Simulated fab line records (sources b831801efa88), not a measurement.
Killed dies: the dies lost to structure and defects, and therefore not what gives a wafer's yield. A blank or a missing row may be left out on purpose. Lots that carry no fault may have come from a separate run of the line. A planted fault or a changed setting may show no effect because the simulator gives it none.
Which tool was responsible? -- flow sky130 -- 12 lots, 35 wafers sampled, at 5 steps of a route of 708

## WHAT EACH GAUGE READ, for each wafer
SKY_NWELL_TW_MEAS_15. Usual: NWELL_TW 1814, standard deviation 20.
lot,measured,on,NWELL_TW,flag
L681,day 4 11:15,filmMetro-01,1825 1827 1823,
L682,day 4 18:17,filmMetro-04,1789 1799 1796,
L683,day 5 00:46,filmMetro-01,1815 1826 1821,
L684,day 5 04:53,filmMetro-01,1825 1827 1833,
L685,day 5 12:44,filmMetro-01,1815 1832 1817,
L686,day 5 17:49,filmMetro-01,1826 1831 1811,
L687,day 6 00:51,filmMetro-01,1823 1829 1828,
L696,day 8 02:26,filmMetro-04,1777 1802,
L698,day 8 16:20,filmMetro-01,1829 1818 1818,
L701,day 9 10:32,filmMetro-01,1838 1833 1832,
L702,day 9 14:43,filmMetro-04,1784 1780 1771,
L703,day 9 20:28,filmMetro-01,1832 1830 1840,

SKY_NWELL_OVL_MEAS_23. Usual: NWELL_01_OVL -0.7 nm, standard deviation 1.3.
lot,measured,on,NWELL_01_OVL (nm),flag
L681,day 5 04:02,overlay-01,-2.5 -0.6 -1.4,
L682,day 5 11:47,overlay-01,-2.9 -0.8 -2.2,
L683,day 5 18:03,overlay-01,-0.2 -2.4 -2.2,
L684,day 5 22:29,overlay-02,1.5 2.7 -1.6,
L685,day 6 06:49,overlay-02,0.2 -0.9 -1.0,
L686,day 6 11:07,overlay-02,-1.6 -0.9 -1.0,
L687,day 6 19:43,overlay-02,1.3 0.3 0.1,
L696,day 8 23:14,overlay-01,0.1 -1.4,
L698,day 9 13:47,overlay-01,0.9 0.6 -1.3,
L701,day 10 08:55,overlay-02,0.3 -1.0 1.9,
L702,day 10 13:03,overlay-01,2.1 -0.8 0.2,
L703,day 10 18:43,overlay-02,-0.1 2.7 0.0,

SKY_VT_ADJUST_HVTP_CD_MEAS_07: target cd 380 nm. Usual: cdNm reads 379.6 nm (standard deviation 2.7).
lot,measured,on,cdNm (nm),flag
L681,day 5 22:26,cdSem-02,384.2 383.9 385.5,
L682,day 6 06:27,cdSem-02,378.5 375.5 376.4,
L683,day 6 12:29,cdSem-01,382.5 381.2 381.9,
L684,day 6 17:40,cdSem-01,382.3 382.4 380.0,
L685,day 7 02:05,cdSem-02,381.4 383.2 383.7,
L686,day 7 06:31,cdSem-02,380.8 378.3 376.0,
L687,day 7 15:56,cdSem-02,381.1 380.5 383.1,
L696,day 9 21:49,cdSem-02,376.1 366.7,OFF
L698,day 10 12:43,cdSem-01,382.1 378.8 380.9,
L701,day 11 09:09,cdSem-01,380.9 380.5 378.7,
L702,day 11 13:21,cdSem-02,379.5 383.2 381.9,
L703,day 11 18:59,cdSem-01,379.1 376.1 379.1,

## EACH LOT AND THE TOOL THAT RAN IT (in order: tool; ch and the chambers of the sampled wafers; start)
lot,SKY_NWELL_STRIP_14,SKY_VT_ADJUST_HVTP_DEVELOP_06
L681,"plasmaAsher-01 ch 0,1, day 4 11:08","lithoTrack-02 ch 0, day 5 22:17"
L682,"plasmaAsher-02 ch 0,1, day 4 18:11","lithoTrack-03 ch 0, day 6 06:18"
L683,"plasmaAsher-04 ch 0,1, day 5 00:41","lithoTrack-03 ch 0, day 6 12:21"
L684,"plasmaAsher-04 ch 0,1, day 5 04:47","lithoTrack-04 ch 0, day 6 17:31"
L685,"plasmaAsher-01 ch 0,1, day 5 12:37","lithoTrack-04 ch 0, day 7 01:56"
L686,"plasmaAsher-01 ch 0,1, day 5 17:41","lithoTrack-02 ch 0, day 7 06:22"
L687,"plasmaAsher-01 ch 0,1, day 6 00:44","lithoTrack-04 ch 0, day 7 15:47"
L696,"plasmaAsher-02 ch 0,1, day 8 02:20","lithoTrack-04 ch 0, day 9 21:40"
L698,"plasmaAsher-01 ch 0,1, day 8 16:14","lithoTrack-02 ch 0, day 10 12:34"
L701,"plasmaAsher-02 ch 0,1, day 9 10:26","lithoTrack-03 ch 0, day 11 09:00"
L702,"plasmaAsher-01 ch 0,1, day 9 14:37","lithoTrack-03 ch 0, day 11 13:12"
L703,"plasmaAsher-01 ch 0,1, day 9 20:22","lithoTrack-03 ch 0, day 11 18:51"
- SKY_NWELL_STRIP_14: strips in O2/N2.
- SKY_VT_ADJUST_HVTP_DEVELOP_06: develop time 60 s.

## AS READ BY THE TOOLS THEMSELVES (means over the sampled wafers that have a number; for cases with no such wafer, the mark the record gives instead)
SKY_NWELL_STRIP_14. Usual: chamberPressureMTorr 1499.9 mTorr, standard deviation 1.4; drypumpMotorCurrentA 5.5 A, standard deviation 0.51; o2FlowSccm 2999 sccm, standard deviation 9.1; oesProductAu 0.723 a.u., standard deviation 0.0047; stripTimeToEndpointS 36.93 s, standard deviation 0.11.
lot,tool,chamberPressureMTorr (mTorr),drypumpMotorCurrentA (A),o2FlowSccm (sccm),oesProductAu (a.u.),stripTimeToEndpointS (s),flag
L681,plasmaAsher-01,1500.0,5.8,2991,0.721,36.98,
L682,plasmaAsher-02,1501.5,5.6,3000,0.727,37.02,
L683,plasmaAsher-04,1500.2,5.4,3010,0.723,37.04,
L684,plasmaAsher-04,1499.2,5.2,2993,0.725,36.96,
L685,plasmaAsher-01,1499.4,5.7,3001,0.724,36.81,
L686,plasmaAsher-01,1498.1,5.5,2997,0.720,37.03,
L687,plasmaAsher-01,1500.1,5.8,3004,0.722,37.07,
L696,plasmaAsher-02,1499.0,5.4,2998,0.728,36.79,
L698,plasmaAsher-01,1499.9,5.5,3005,0.721,36.99,
L701,plasmaAsher-02,1499.6,5.6,2997,0.723,36.96,
L702,plasmaAsher-01,1498.7,5.8,3009,0.721,36.94,
L703,plasmaAsher-01,1500.2,5.5,2994,0.723,37.15,

## THE ANSWER, worked out from the rows above alone
Rule: lot off if the mean of its wafers having a number is beyond 3 standard deviations from the usual mean. A lot without any number at a reading at which 4 lots or more have one is off too. Any other lot the step has rows for is counted as sound. Order of review: gauges by route order, followed by the tools' own readings, for which a lot's mean as printed above is used. At the first step where some lot is off, the reading lying furthest off is the one used; lots without a number count as furthest.
Off: L696 (SKY_VT_ADJUST_HVTP_CD_MEAS_07, cdNm).
If a tool, at a process step before that reading, ran all the lots that are off and no sound lot after the first of them, it fits. The gauges at SKY_VT_ADJUST_HVTP_CD_MEAS_07 are tried like those tools. One fits: SKY_VT_ADJUST_HVTP_DEVELOP_06 on lithoTrack-04. Its last sound lot is L687 (day 7 15:47), its first lot that is off L696 (day 9 21:40): a fault that began between those two fits.

## WHAT THE SIMULATOR HAD PUT IN
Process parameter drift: lithoTrack-04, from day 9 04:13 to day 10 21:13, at SKY_VT_ADJUST_HVTP_DEVELOP_06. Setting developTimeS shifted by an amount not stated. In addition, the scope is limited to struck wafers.
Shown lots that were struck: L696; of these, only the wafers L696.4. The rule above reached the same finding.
